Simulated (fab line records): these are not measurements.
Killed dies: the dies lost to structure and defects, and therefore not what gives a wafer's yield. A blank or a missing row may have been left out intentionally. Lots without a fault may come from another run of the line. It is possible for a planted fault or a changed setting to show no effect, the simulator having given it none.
Struck lot and sound lot, side by side ; flow sky130 ; 16 out of 708 route steps
Sound: wafers L691.3, L691.4, L691.6. Struck: wafers L688.2, L688.4, L688.5. At the end, the cause is stated.
For every step that has rows: the tool of each side, followed by ch and its chambers, followed by its first start. Under that, the readings that differ: sound wafers ; struck wafers ; difference of the means ; sigmas: that difference in standard deviations of wafers without a fault.
alike: same words and numbers on both sides, and readings whose means sit less than 2 such deviations apart. not compared: any withheld reading, any reading some wafer has no value for, any bound like >300 that may hide the same value, and any number with overlapping values for which the record gives no deviation.
Wherever a step has rows on one side only, a row that says differs or no value, or a row with sigmas, the two part there. Non-overlapping numbers with no deviation appear without sigmas and do not part them. A reading that every wafer of one side lacks parts them only if that side has two wafers or more.

first, 5 steps without rows for these wafers: SKY_SONOS_TUNNEL_COAT_02 (resist thk 1140 nm); SKY_SONOS_TUNNEL_SOFTBAKE_03 (time 60 s); SKY_SONOS_TUNNEL_EXPOSE_04 (exposes mask TUNM, target cd 410 nm); SKY_SONOS_TUNNEL_PEB_05; SKY_SONOS_TUNNEL_DEVELOP_06 (develop time 60 s).
SKY_SONOS_TUNNEL_CD_MEAS_07: the cd target is 410 nm.
  sound on cd sem-02 at day 14 00:28; struck on cd sem-02 at day 13 13:34
  alike: cd nm
SKY_SONOS_TUNNEL_OVL_MEAS_08:
  sound on overlay-02 at day 14 00:34; struck on overlay-01 at day 13 13:40
  alike: SONOS_TUNNEL_OVL
then, 3 steps without rows for these wafers: SKY_SONOS_TUNNEL_IMPLANT_09; SKY_SONOS_TUNNEL_WET_ETCH_10 (etches SiO2 in dHF, target depth 14 nm, time 280 s); SKY_SONOS_TUNNEL_STRIP_11 (strips in SPM, time 600 s).
SKY_SONOS_TUNNEL_TW_MEAS_12:
  sound on film metro-01 at day 14 01:02; struck on film metro-03 at day 13 14:08
  alike: SONOS_TUNNEL_TW
then, 1 step without rows for these wafers: SKY_SONOS_TUNNEL_CLEAN_13 (cleans in dHF, time 20 s).
SKY_SONOS_ONO_OXIDATION_00: stabilise 600 s, purge 300 s, target thk 2.6 nm.
  sound on furnace-02 ch 0, day 14 02:06; struck on furnace-01 ch 0, day 13 16:26
reading;sound;struck;difference;sigmas
spike tc centre C (C);802.2 800.7 801.9;800.3 798.8 799.3;-2.1;-2
model.SiO2_of_SONOS_ONO_OXIDATION_00.thk nm (nm);2.617 2.63 2.607;2.887 2.886 2.901;+0.273;
  alike: ox temp c max, zone power top pct
SKY_SONOS_ONO_THK_MEAS_01:
  sound on film metro-01 at day 14 03:28; struck on film metro-01 at day 13 17:47
reading;sound;struck;difference;sigmas
SONOS_ONO_OXIDATION_THK (nm);2.65 2.63 2.65;2.82 2.88 2.87;+0.21;+4
then, 1 step without rows for these wafers: SKY_SONOS_ONO_CVD_02 (deposits Si3N4 from DCS/NH3, target thk 10.5 nm, time 180 s).
-- here the record skips 34 days between the struck wafers' starts before and after, leaving off in module SONOS_ONO and picking up in module PAD_OPEN (first step shown: number 708 of the route) --
SKY_PAD_OPEN_PROBE_99:
  sound on prober-02 at day 47 16:39; struck on prober-01 at day 47 11:05
reading;sound;struck;difference;sigmas
model.etest.cap ono.gate log10 a cm2;-8.005 -7.976 -7.957;-8.384 -8.528 -8.265;-0.413;
model.etest.cap ono.tox acc nm (nm);12.88 12.94 12.85;13.24 13.32 13.15;+0.35;
model.etest.sonos erased.vt v (V);-2.297 -2.304 -2.328;-2.01 -1.977 -2.04;+0.30;
model.etest.sonos baked.vt less v (V);-0.5498 -0.4688 -0.546;-0.4092 -0.4264 -0.4551;+0.0913;
  alike: killed_at_M0_to_M3, killed_at_M4_up, killed at contacts, killed at front end, killed at other, killed dies, killed open, killed short

WHERE THEY PART
Last at SKY_SONOS_ONO_THK_MEAS_01 as far as this record goes, first at SKY_SONOS_ONO_OXIDATION_00. Later steps at which nothing parts them and some readings are alike: SKY_PAD_OPEN_PROBE_99.

WHY: whatever the simulator had introduced
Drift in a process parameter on furnace-01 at SKY_SONOS_ONO_OXIDATION_00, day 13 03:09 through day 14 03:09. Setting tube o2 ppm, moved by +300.
